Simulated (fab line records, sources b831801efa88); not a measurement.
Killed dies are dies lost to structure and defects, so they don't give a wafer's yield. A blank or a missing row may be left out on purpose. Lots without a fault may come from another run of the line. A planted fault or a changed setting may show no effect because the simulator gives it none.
Which tool did it? | flow sky130 | 13 lots, 39 wafers sampled, at 5 steps of a route of 708

WHAT THE GAUGES READ, wafer by wafer
SKY_FIELD_ISO_CD_MEAS_13: target cd 150 nm.
lot  | measured    | on        | cd_nm (nm)
L208 | day 2 03:26 | cd_sem-01 | 151.4 150.4 152.2
L209 | day 2 13:26 | cd_sem-02 | 149.9 150.7 149.5
L211 | day 2 22:08 | cd_sem-02 | 148.6 150.9 147.9
L213 | day 3 06:44 | cd_sem-02 | 151.6 150.9 149.9
L214 | day 3 10:53 | cd_sem-02 | 150.0 151.8 151.6
L215 | day 3 16:50 | cd_sem-01 | 131.3 132.0 131.4
L220 | day 4 20:47 | cd_sem-02 | 149.4 149.4 148.0
L224 | day 5 15:54 | cd_sem-02 | 152.0 150.3 150.9
L225 | day 5 21:20 | cd_sem-01 | 152.0 152.4 151.3
L228 | day 6 12:44 | cd_sem-01 | 148.9 150.2 149.3
L229 | day 6 18:41 | cd_sem-01 | 152.3 150.7 152.7
L230 | day 7 00:34 | cd_sem-02 | 152.4 151.2 152.7
L231 | day 7 03:43 | cd_sem-01 | 146.7 146.0 147.2

SKY_PWDE_TW_MEAS_10.
lot  | measured    | on            | PWDE_TW
L208 | day 3 16:13 | film_metro-02 | 374.1 373.2 373.0
L209 | day 4 02:56 | film_metro-01 | 378.6 379.7 378.8
L211 | day 4 13:04 | film_metro-01 | 378.5 379.1 377.2
L213 | day 5 12:46 | film_metro-02 | 374.5 372.7 375.6
L214 | day 5 14:28 | film_metro-02 | 375.4 374.5 374.8
L215 | day 5 14:50 | film_metro-04 | 373.9 373.1 372.0
L220 | day 6 17:31 | film_metro-02 | 376.2 375.7 374.1
L224 | day 7 14:58 | film_metro-04 | 374.4 373.7 371.4
L225 | day 7 20:46 | film_metro-04 | 374.3 374.4 373.7
L228 | day 8 22:43 | film_metro-01 | 375.8 377.5 374.1
L229 | day 9 07:34 | film_metro-04 | 371.9 373.7 373.3
L230 | day 9 12:01 | film_metro-02 | 371.5 375.5 371.8
L231 | day 9 11:40 | film_metro-02 | 374.8 373.5 375.0

SKY_VT_ADJUST_HVTP_OVL_MEAS_08.
lot  | measured     | on         | VT_ADJUST_HVTP_OVL (nm)
L208 | day 5 19:56  | overlay-01 | 1.9 -0.4 0.5
L209 | day 6 09:43  | overlay-01 | 1.7 2.3 2.2
L211 | day 6 20:04  | overlay-01 | -2.6 -2.4 -1.9
L213 | day 7 21:38  | overlay-01 | 1.8 2.2 2.4
L214 | day 7 23:25  | overlay-02 | 1.7 0.7 1.6
L215 | day 7 23:58  | overlay-02 | 2.7 0.9 3.7
L220 | day 9 05:13  | overlay-02 | 3.0 2.7 2.1
L224 | day 10 06:19 | overlay-01 | -1.3 -0.4 -2.0
L225 | day 10 12:22 | overlay-01 | 0.2 -0.4 0.8
L228 | day 11 18:41 | overlay-02 | 0.8 0.6 2.0
L229 | day 12 05:34 | overlay-01 | 1.0 1.8 2.4
L230 | day 12 09:55 | overlay-01 | -1.6 -1.0 -1.2
L231 | day 12 09:05 | overlay-01 | 1.2 -1.1 1.0

SKY_VT_ADJUST_LVTN_OVL_MEAS_07.
lot  | measured     | on         | VT_ADJUST_LVTN_OVL (nm)
L208 | day 6 13:59  | overlay-02 | -0.4 0.4 -0.1
L209 | day 7 04:28  | overlay-01 | -2.1 -1.6 -2.3
L211 | day 7 14:26  | overlay-01 | 2.3 2.2 2.7
L213 | day 8 17:26  | overlay-01 | 1.0 1.3 2.2
L214 | day 8 19:28  | overlay-02 | 1.3 1.6 1.1
L215 | day 8 20:37  | overlay-01 | -2.5 -0.8 -0.7
L220 | day 10 02:49 | overlay-02 | 1.1 1.0 1.1
L224 | day 11 05:34 | overlay-02 | 0.3 -0.6 0.6
L225 | day 11 11:56 | overlay-02 | 2.1 1.3 0.6
L228 | day 12 19:11 | overlay-01 | 1.0 1.3 -0.8
L229 | day 13 06:35 | overlay-01 | 0.8 0.3 -0.7
L230 | day 13 10:38 | overlay-02 | 1.4 1.8 -0.2
L231 | day 13 10:02 | overlay-02 | 0.7 -0.8 0.1

WHICH TOOL RAN EACH LOT (tool, then ch and the chambers of the sampled wafers, then the start)
lot  | SKY_FIELD_ISO_EXPOSE_10
L208 | krf_scanner-02 ch 0, day 1 21:14
L209 | krf_scanner-02 ch 0, day 2 05:46
L211 | krf_scanner-01 ch 0, day 2 14:56
L213 | krf_scanner-01 ch 0, day 2 22:38
L214 | krf_scanner-01 ch 0, day 3 03:40
L215 | krf_scanner-02 ch 0, day 3 09:44
L220 | krf_scanner-02 ch 0, day 4 12:59
L224 | krf_scanner-02 ch 0, day 5 07:35
L225 | krf_scanner-01 ch 0, day 5 12:34
L228 | krf_scanner-02 ch 0, day 6 04:07
L229 | krf_scanner-01 ch 0, day 6 09:31
L230 | krf_scanner-01 ch 0, day 6 14:47
L231 | krf_scanner-01 ch 0, day 6 18:04
- SKY_FIELD_ISO_EXPOSE_10: exposes mask FOM, target cd 150 nm.

WHAT THE TOOLS THEMSELVES READ (means of the sampled wafers that have a number; where no wafer has one, the mark that the record gives instead)
SKY_FIELD_ISO_EXPOSE_10.
lot  | tool           | stage_vel_mm_s (mm/s)
L208 | krf_scanner-02 | 499.99
L209 | krf_scanner-02 | 499.96
L211 | krf_scanner-01 | 500.15
L213 | krf_scanner-01 | 500.18
L214 | krf_scanner-01 | 499.97
L215 | krf_scanner-02 | 499.86
L220 | krf_scanner-02 | 499.45
L224 | krf_scanner-02 | 499.80
L225 | krf_scanner-01 | 500.08
L228 | krf_scanner-02 | 499.78
L229 | krf_scanner-01 | 499.84
L230 | krf_scanner-01 | 499.91
L231 | krf_scanner-01 | 499.81

THE ANSWER, worked out from the rows above alone
Rule: what is usual is taken from the lots themselves. Put in order of their means at a reading, lots are off if they are a third of the lots or fewer, leave a main group of 4 or more, and stand apart from it by a gap of 3 or more times the standard deviation of the main group's means; of several such gaps the widest counts. A main group whose means are all the same, to the digits that the tables above print for the reading, isn't used. A lot without any number at a reading at which 4 lots or more have one is off too. The other lots that the step has rows for count as sound. The gauges are gone through in route order, then the tools' own readings, and for those a lot's mean is taken as printed above. The first step at which some lot is off is used, and at that step the reading that is off furthest; a lot without a number counts as furthest.
Off: L215, at SKY_FIELD_ISO_CD_MEAS_13 (cd_nm). The main group: mean 150.4 nm, standard deviation 1.5.
A tool fits if, at a process step before that reading, it ran every lot that is off, and no sound lot after the first of them. The gauges at SKY_FIELD_ISO_CD_MEAS_13 are tried like those tools. None of those tried fits.

WHAT THE SIMULATOR HAD PUT IN
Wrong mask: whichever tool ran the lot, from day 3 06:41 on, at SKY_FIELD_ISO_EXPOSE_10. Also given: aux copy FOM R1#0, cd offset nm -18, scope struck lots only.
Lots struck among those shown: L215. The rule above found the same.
